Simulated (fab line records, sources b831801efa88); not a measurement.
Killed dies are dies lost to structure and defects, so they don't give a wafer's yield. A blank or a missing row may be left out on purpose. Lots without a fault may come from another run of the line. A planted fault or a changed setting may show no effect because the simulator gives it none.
fab line records | flow sky130
record lots=13 wafers=39 last_day=50
route steps=708 shown FIELD_ISO@14 SONOS_TUNNEL@161 GATE_OXIDE@201 POLY_GATE@229 PAD_OPEN@708
lots that met no fault: from a run of the same line without faults
start_h: hours from the record's first day to the start of the lot's first wafer shown | wait_h: hours since the lot's step before | " the same as in the row above | L1.1+2: a row that stands for several wafers | - no value, or no start given | * or withheld: withheld | < > ~ a bound
route shown NAME@n: a module of which the file shows steps, and the number in the route of the first | usual: mean/standard deviation of fault-free wafers | same: alike in all rows | chamber/n: place in a boat | sites: the reading at each site | _std_site: their standard deviation | _edge_site: outer sites' mean less inner sites' | radius_mm: how far each site lies from the wafer's centre | mask NAME#n: copy n | behind: the tool/chamber that last shaped the wafer | hold: why the lot was held/for how many hours/how that ended | device: the transistor (n, p or np) that didn't switch | end of line: the same wafers' tests at the end of the route | a step without rows: its recipe alone | killed: dies lost to structure and defects at the first sort, not the wafer's yield | map: a wafer's dies, x killed, . not, _ none there
set.NAME: the setting as run; set.NAME@STEP: as run at that earlier step | model.NAME: the simulator's own value behind a step, which no gauge read
steps of the route over a sample of lots; a table a step, a row a wafer
services: from which hour (start_h, from the record's first day; less than 0 if before it) a tool's chamber was out of use, for how many hours, and why
## steps
# step SKY_FIELD_ISO_CD_MEAS_13
# recipe target_cd_nm=150
# usual cd_nm=150.0/1.3
# columns lot.wafer tool chamber start_h wait_h cd_nm
L455.2 cd_sem-02 - 33.64 - 150.5
L455.5 " - " " 149.8
L455.6 " - " " 149.9
L456.2 cd_sem-02 - 39.27 - 147.9
L456.3 " - " " 147.7
L456.4 " - " " 148.2
L457.3 cd_sem-01 - 45.85 - 148.5
L457.5 " - " " 151.0
L457.6 " - " " 149.4
L458.2 cd_sem-01 - 49.87 - 151.0
L458.3 " - " " 150.9
L458.6 " - " " 150.0
L465.3 cd_sem-02 - 86.19 - 149.1
L465.5 " - " " 150.8
L465.6 " - " " 149.1
L467.1 cd_sem-01 - 98.06 - 151.1
L467.4 " - " " 150.5
L467.5 " - " " 149.9
L468.1 cd_sem-02 - 102.42 - 146.6
L468.2 " - " " 148.3
L468.6 " - " " 147.9
L469.1 cd_sem-01 - 105.86 - 152.4
L469.2 " - " " 150.3
L469.5 " - " " 149.2
L473.3 cd_sem-02 - 128.04 - 148.0
L473.4 " - " " 149.2
L473.6 " - " " 147.2
L474.1 cd_sem-01 - 132.01 - 149.9
L474.2 " - " " 149.0
L474.6 " - " " 150.1
L475.2 cd_sem-02 - 138.72 - 152.0
L475.4 " - " " 149.9
L475.6 " - " " 151.0
L476.1 cd_sem-01 - 144.92 - 149.3
L476.4 " - " " 149.5
L476.6 " - " " 150.8
L477.1 cd_sem-01 - 151.07 - 152.5
L477.2 " - " " 151.8
L477.6 " - " " 151.5
# step SKY_SONOS_TUNNEL_CD_MEAS_07
# recipe target_cd_nm=410
# usual cd_nm=410.1/2.1
# columns lot.wafer tool chamber start_h wait_h cd_nm
L455.2 cd_sem-01 - 258.33 0.1 410.2
L455.5 " - " " 409.8
L455.6 " - " " 410.5
L456.2 cd_sem-01 - 266.18 0.1 406.2
L456.3 " - " " 409.4
L456.4 " - " " 408.9
L457.3 cd_sem-02 - 273.95 0.1 410.2
L457.5 " - " " 408.7
L457.6 " - " " 409.2
L458.2 cd_sem-02 - 279.18 0.1 410.9
L458.3 " - " " 413.1
L458.6 " - " " 413.1
L465.3 cd_sem-02 - 334.89 0.1 407.5
L465.5 " - " " 408.3
L465.6 " - " " 408.7
L467.1 cd_sem-01 - 354.70 0.1 410.4
L467.4 " - " " 412.4
L467.5 " - " " 412.6
L468.1 cd_sem-01 - 361.00 0.1 410.6
L468.2 " - " " 408.1
L468.6 " - " " 406.2
L469.1 cd_sem-01 - 364.65 0.1 411.8
L469.2 " - " " 410.6
L469.5 " - " " 409.6
L473.3 cd_sem-01 - 401.64 0.1 408.9
L473.4 " - " " 410.8
L473.6 " - " " 410.6
L474.1 cd_sem-02 - 415.16 0.1 412.0
L474.2 " - " " 410.9
L474.6 " - " " 412.7
L475.2 cd_sem-02 - 421.59 0.1 413.3
L475.4 " - " " 413.2
L475.6 " - " " 411.6
L476.1 cd_sem-01 - 429.80 0.1 406.6
L476.4 " - " " 407.2
L476.6 " - " " 407.6
L477.1 cd_sem-02 - 435.82 0.1 407.9
L477.2 " - " " 408.5
L477.6 " - " " 408.4
# step SKY_GATE_OXIDE_TW_MEAS_14
# usual GATE_OXIDE_TW=224.9/1.9
# columns lot.wafer tool chamber start_h wait_h GATE_OXIDE_TW
L455.2 film_metro-03 - 317.01 0.1 224.4
L455.5 " - " " 224.4
L455.6 " - " " 225.2
L456.2 film_metro-01 - 328.63 0.1 222.1
L456.3 " - " " 222.3
L456.4 " - " " 222.1
L457.3 film_metro-04 - 332.58 0.1 224.7
L457.5 " - " " 224.9
L457.6 " - " " 224.2
L458.2 film_metro-04 - 339.28 0.1 226.1
L458.3 " - " " 227.0
L458.6 " - " " 225.1
L465.3 film_metro-03 - 402.99 0.1 223.8
L465.5 " - " " 222.4
L465.6 " - " " 222.4
L467.1 film_metro-03 - 423.46 0.1 222.0
L467.4 " - " " 221.5
L467.5 " - " " 221.1
L468.1 film_metro-01 - 427.85 0.1 227.5
L468.2 " - " " 227.2
L468.6 " - " " 226.8
L469.1 film_metro-01 - 438.56 0.1 226.3
L469.2 " - " " 226.6
L469.5 " - " " 227.1
L473.3 film_metro-01 - 472.58 0.1 227.0
L473.4 " - " " 226.9
L473.6 " - " " 227.0
L474.1 film_metro-01 - 484.50 0.1 225.8
L474.2 " - " " 228.5
L474.6 " - " " 227.3
L475.2 film_metro-03 - 493.42 0.1 221.9
L475.4 " - " " 222.2
L475.6 " - " " 222.1
L476.1 film_metro-03 - 501.86 0.1 221.5
L476.4 " - " " 221.7
L476.6 " - " " 222.3
L477.1 film_metro-03 - 508.46 0.1 225.8
L477.2 " - " " 224.3
L477.6 " - " " 224.6
# step SKY_POLY_GATE_ETCH_15
# recipe chemistry=N2/H2 target=BARC ion_energy_ev=200 source_w=500 bias_w=100 pressure_mtorr=30 n2_flow_sccm=100 h2_flow_sccm=200 stop_on=SiO2 time_s=118.5 target_depth_a=1100
# usual chamber_pressure_mTorr=30.001/0.026 drypump_motor_current_A=5.6/0.49 oes_product_au=0.716/0.0049 throttle_valve_pct=13.212/0.0088
# columns lot.wafer tool chamber start_h wait_h chamber_pressure_mTorr drypump_motor_current_A oes_product_au rf_hours_counter_h throttle_valve_pct
L455.2 rie_diel-03 1 376.31 0.0 29.989 5.0 0.722 0 13.217
L455.5 " 3 " " 29.977 5.6 0.720 - 13.211
L455.6 " 0 " " 29.940 5.0 0.719 - 13.204
L456.2 rie_diel-02 2 390.52 0.0 30.030 5.1 0.715 94 13.231
L456.3 " 1 " " 30.006 5.6 0.710 1 13.218
L456.4 " 0 " " 30.035 5.0 0.712 40 13.213
L457.3 rie_diel-04 3 395.82 0.0 30.009 5.9 0.721 36 13.217
L457.5 " 1 " " 30.008 6.2 0.718 - 13.212
L457.6 " 0 " " 29.994 5.7 0.722 - 13.203
L458.2 rie_diel-04 0 402.12 0.0 29.999 5.7 0.711 1 13.206
L458.3 " 2 " " 30.044 5.7 0.723 56 13.208
L458.6 " 1 " " 29.953 6.3 0.720 - 13.196
L465.3 rie_diel-03 0 471.06 0.0 35.993 5.0 0.714 8 13.200
L465.5 " 1 " " 29.994 5.0 0.717 - 13.215
L465.6 " 0 " " 35.978 5.0 0.711 - 13.205
L467.1 rie_diel-03 1 494.61 0.0 29.976 5.0 0.722 3 13.206
L467.4 " 0 " " 36.048 5.0 0.711 9 13.234
L467.5 " 2 " " 29.989 5.9 0.713 - 13.218
L468.1 rie_diel-04 2 495.96 0.0 29.966 5.8 0.724 58 13.205
L468.2 " 0 " " 30.038 5.7 0.721 2 13.236
L468.6 " 0 " " 29.999 5.7 0.715 - 13.199
L469.1 rie_diel-02 0 508.87 0.0 29.983 5.1 0.706 43 13.198
L469.2 " 2 " " 30.046 5.1 0.710 0 13.217
L469.5 " 0 " " 29.970 5.0 0.719 - 13.215
L473.3 rie_diel-04 1 538.42 0.0 29.981 6.3 0.726 1 13.219
L473.4 " 2 " " 30.044 5.7 0.714 59 13.200
L473.6 " 2 " " 30.009 5.7 0.714 - 13.209
L474.1 rie_diel-03 3 549.07 0.0 30.036 5.6 0.715 60 13.227
L474.2 " 2 " " 29.995 5.8 0.718 16 13.213
L474.6 " 3 " " 30.032 5.6 0.712 - 13.214
L475.2 rie_diel-02 2 558.57 0.0 30.019 5.1 0.718 1 13.215
L475.4 " 2 " " 30.003 5.1 0.717 - 13.206
L475.6 " 3 " " 29.995 6.4 0.710 - 13.216
L476.1 rie_diel-02 0 569.87 0.0 30.040 5.1 0.719 44 13.204
L476.4 " 3 " " 29.980 6.4 0.715 19 13.218
L476.6 " 3 " " 30.027 6.4 0.716 - 13.207
L477.1 rie_diel-04 2 574.51 0.0 29.997 5.7 0.715 60 13.212
L477.2 " 3 " " 30.015 5.9 0.716 39 13.218
L477.6 " 3 " " 30.016 5.9 0.726 - 13.228
# step SKY_PAD_OPEN_PROBE_99
# usual killed_at_M0_to_M3=43/5.9 killed_at_M4_up=2.9/1.5 killed_at_contacts=24/5 killed_at_front_end=15/4.8 killed_at_other=0.2/0.5 killed_dies=86/9.3 killed_open=47/7.1 killed_short=38/6.3
# same gross_dies=492 killed_at_back_side=0
# columns lot.wafer tool chamber start_h wait_h killed_at_M0_to_M3 killed_at_M4_up killed_at_contacts killed_at_front_end killed_at_other killed_dies killed_open killed_short
L465.3 prober-02 - 1152.77 0.2 43 2 14 13 0 72 35 37
L465.5 prober-02 - 1152.87 0.2 43 3 24 19 0 89 56 33
L465.6 prober-02 - 1152.92 0.2 50 5 11 21 0 87 47 40
L467.1 prober-02 - 1164.33 0.1 46 5 15 15 1 82 46 36
L467.4 prober-02 - 1164.48 0.2 45 2 22 7 0 76 38 38
L467.5 prober-02 - 1164.53 0.2 40 4 22 15 0 81 45 36
L473.3 prober-01 - 1193.62 0.2 31 3 18 19 0 71 44 27
L473.4 prober-01 - 1193.67 0.2 43 4 23 11 0 81 41 40
L473.6 prober-01 - 1193.77 0.2 66 3 29 16 0 114 55 59
# killed by level:class
L465.3 VIA1:geometric_particle:open=10 LI_CONTACT:geometric_particle:open=6 VIA2:geometric_particle:open=6 METAL2:geometric_particle:short=6 VIA2:geometric_particle:short=5 METAL1:geometric_particle:short=5 VIA1:geometric_particle:short=5 FIELD_ISO:geometric_particle:short=3
L465.5 VIA1:geometric_particle:open=15 LI_CONTACT:geometric_particle:open=8 CONTACT:geometric_particle:open=8 VIA1:geometric_particle:short=6 VIA3:geometric_particle:open=6 LOCAL_INTERCONNECT:geometric_particle:open=4 FIELD_ISO:geometric_particle:open=4 POLY_GATE:geometric_particle:open=4
L465.6 VIA1:geometric_particle:open=14 METAL1:geometric_particle:short=8 VIA2:geometric_particle:open=7 FIELD_ISO:geometric_particle:open=5 POLY_GATE:geometric_particle:short=5 METAL2:geometric_particle:short=5 VIA2:geometric_particle:short=5 POLY_GATE:geometric_particle:open=4
L467.1 VIA1:geometric_particle:open=15 VIA3:geometric_particle:open=6 CONTACT:geometric_particle:short=6 METAL2:geometric_particle:short=6 FIELD_ISO:geometric_particle:open=5 VIA2:geometric_particle:open=5 POLY_GATE:geometric_particle:short=4 CONTACT:geometric_particle:open=4
L467.4 CONTACT:geometric_particle:open=11 METAL2:geometric_particle:short=9 METAL1:geometric_particle:short=9 VIA2:geometric_particle:open=8 VIA3:geometric_particle:open=7 VIA1:geometric_particle:open=5 LI_CONTACT:geometric_particle:open=4 POLY_GATE:geometric_particle:short=3
L467.5 CONTACT:geometric_particle:open=8 LI_CONTACT:geometric_particle:open=7 VIA2:geometric_particle:open=7 VIA3:geometric_particle:open=7 METAL2:geometric_particle:short=5 CONTACT:geometric_particle:short=5 FIELD_ISO:geometric_particle:short=4 POLY_GATE:geometric_particle:open=4
L473.3 LI_CONTACT:geometric_particle:open=9 VIA3:geometric_particle:open=9 POLY_GATE:geometric_particle:open=5 VIA1:geometric_particle:open=5 FIELD_ISO:geometric_particle:open=4 POLY_GATE:geometric_particle:short=3 LI_CONTACT:geometric_particle:short=3 CONTACT:geometric_particle:open=3
L473.4 CONTACT:geometric_particle:open=10 VIA1:geometric_particle:open=7 VIA2:geometric_particle:open=6 VIA2:geometric_particle:short=6 LI_CONTACT:geometric_particle:short=5 VIA3:geometric_particle:open=5 POLY_GATE:geometric_particle:short=4 CONTACT:geometric_particle:short=4
L473.6 METAL2:geometric_particle:short=13 VIA2:geometric_particle:open=10 CONTACT:geometric_particle:open=10 VIA1:geometric_particle:open=10 FIELD_ISO:geometric_particle:short=9 VIA3:geometric_particle:open=7 CONTACT:geometric_particle:short=6 METAL1:geometric_particle:short=5
## services
# columns tool chamber start_h hours kind
rie_diel-04 0 360.10 - clean
rie_diel-04 0 360.10 14.1 scheduled_down
rie_diel-04 0 360.10 14.1 vent_cycle
rie_diel-04 1 420.02 2.8 repair
rie_diel-02 2 475.31 - clean
rie_diel-02 2 475.31 14.3 scheduled_down
rie_diel-02 2 475.31 14.3 vent_cycle
rie_diel-04 1 489.78 - clean
rie_diel-04 1 489.78 18.7 scheduled_down
rie_diel-04 1 489.78 18.7 vent_cycle
rie_diel-03 2 497.50 6.0 repair
rie_diel-02 0 551.98 9.7 repair
## key
first_sign step=SKY_POLY_GATE_ETCH_15 reading=chamber_pressure_mTorr direction=up sigmas=99+ usual=30.001 struck=36.006
effect none on later readings
met_at SKY_POLY_GATE_ETCH_15
struck_lots L465,L467
struck_wafers L465.3,L465.6,L467.4
tester_left_out L465,L467
not_acting_at SKY_FIELD_ISO_CD_MEAS_13,SKY_SONOS_TUNNEL_CD_MEAS_07,SKY_GATE_OXIDE_TW_MEAS_14
onset_between 376.31 471.06
fault kind=process_parameter_drift tool=rie_diel-03 chamber=0 onset_h=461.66 steps=SKY_POLY_GATE_ETCH_15 channel=pressure_mtorr offset=6 shape=step end_h=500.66 acts_in=these_recipes_only stated=30
# tester_left_out: of these lots the tester's yield and bins aren't shown, on N5 and GAA mostly nor the transistor test; their killed dies are dies lost to structure and defects alone, not to doping, threshold or leakage, so they don't give the yield
